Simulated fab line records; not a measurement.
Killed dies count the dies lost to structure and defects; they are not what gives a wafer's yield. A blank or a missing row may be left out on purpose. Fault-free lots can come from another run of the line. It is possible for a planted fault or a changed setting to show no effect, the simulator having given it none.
The tool behind it: which one? ; flow sfq-line ; Sampling: 14 lots, 42 wafers, 3 of 325 route steps

== WHAT THE GAUGES SHOWED, per wafer ==
SFQ_M4_RS_MEAS_924: the measuring method here is four-point-probe. Usual: M4_NB_RS 0.890 ohm/sq, standard deviation 0.0089.
lot;measured;on;M4_NB_RS (ohm/sq);flag
L354;day 44 11:08;film-metro-04;0.889 0.897 0.884;
L357;day 45 10:23;film-metro-02;0.888 0.890 0.891;
L358;day 45 15:10;film-metro-03;0.881 0.871 0.867;
L365;day 49 04:31;film-metro-03;0.893 0.889 0.895;
L367;day 49 20:14;film-metro-03;0.882 0.893 0.892;
L368;day 50 14:20;film-metro-03;0.884 0.892 0.886;
L369;day 50 15:35;film-metro-03;0.881 0.879 0.880;
L370;day 51 01:04;film-metro-04;0.913 0.901 0.909;
L372;day 52 04:44;film-metro-04;0.909 0.902 0.898;
L373;day 52 07:05;film-metro-03;0.887 0.881 0.883;
L374;day 52 08:18;film-metro-02;0.880 0.890 0.881;
L375;day 52 18:58;film-metro-04;0.900 0.887 0.899;
L376;day 53 07:05;film-metro-04;0.893 0.896 0.902;
L377;day 53 08:50;film-metro-03;0.874 0.875 0.875;

SFQ_JJ_OVL_MEAS_931. Usual: J5_OVL 2 nm, standard deviation 4.8.
lot;measured;on;J5_OVL (nm);flag
L354;day 50 16:52;overlay-01;10 11 3;
L357;day 51 11:31;overlay-02;0 5 2;
L358;day 51 22:49;overlay-01;4 3 11;
L365;day 55 09:49;overlay-02;1 2 2;
L367;day 56 00:05;overlay-01;2 -2 2;
L368;day 56 16:35;overlay-01;6 2 7;
L369;day 56 18:59;overlay-01;-5 0 6;
L370;day 56 22:44;overlay-01;-1 1 5;
L372;day 58 04:17;overlay-02;6 2 -2;
L373;day 58 06:40;overlay-02;-2 -1 -1;
L374;day 58 10:27;overlay-02;7 -3 4;
L375;day 64 01:11;overlay-01;2 -5 -1;
L376;day 64 14:28;overlay-01;-12 3 4;
L377;day 64 15:40;overlay-01;13 7 7;

== WHICH TOOL RAN EACH LOT (tool, then ch and the chambers of the sampled wafers, then the start) ==
lot;SFQ_TRILAYER_I4_METRO_MEASURE_101
L354;film-metro-02, day 45 00:44
L357;film-metro-02, day 51 03:40
L358;film-metro-02, day 51 09:28
L365;film-metro-03, day 55 01:50
L367;film-metro-02, day 55 16:14
L368;film-metro-01, day 56 07:38
L369;film-metro-01, day 56 11:02
L370;film-metro-03, day 56 13:48
L372;film-metro-03, day 57 20:26
L373;film-metro-02, day 57 22:02
L374;film-metro-01, day 58 01:02
L375;film-metro-02, day 58 12:41
L376;film-metro-02, day 58 22:42
L377;film-metro-03, day 58 23:54
- SFQ_TRILAYER_I4_METRO_MEASURE_101

== AS READ BY THE TOOLS THEMSELVES (means over the sampled wafers that have a number; for cases with no such wafer, the mark the record gives instead) ==
SFQ_TRILAYER_I4_METRO_MEASURE_101. Usual: thk-nm reads 200.2 nm (standard deviation 0.82).
lot;tool;thk-nm (nm);flag
L354;film-metro-02;200.3;
L357;film-metro-02;200.0;
L358;film-metro-02;199.4;
L365;film-metro-03;200.2;
L367;film-metro-02;200.6;
L368;film-metro-01;200.2;
L369;film-metro-01;199.9;
L370;film-metro-03;201.1;
L372;film-metro-03;198.7;
L373;film-metro-02;200.5;
L374;film-metro-01;200.7;
L375;film-metro-02;198.5;
L376;film-metro-02;200.5;
L377;film-metro-03;199.5;

== THE ANSWER, worked out from the rows above alone ==
Rule: lot off if the mean of its wafers having a number is beyond 3 standard deviations from the usual mean. A lot without any number at a reading at which 4 lots or more have one is off too. Where the step has rows for the other lots, those lots are counted as sound. First the gauges in route order, then the tools' own readings, where a lot's mean is used as printed above. At the first step where some lot is off, the reading lying furthest off is the one used; lots without a number count as furthest.
No lot is off on any of the readings shown, so nothing can be concluded from this.

== WHAT THE SIMULATOR HAD PUT IN ==
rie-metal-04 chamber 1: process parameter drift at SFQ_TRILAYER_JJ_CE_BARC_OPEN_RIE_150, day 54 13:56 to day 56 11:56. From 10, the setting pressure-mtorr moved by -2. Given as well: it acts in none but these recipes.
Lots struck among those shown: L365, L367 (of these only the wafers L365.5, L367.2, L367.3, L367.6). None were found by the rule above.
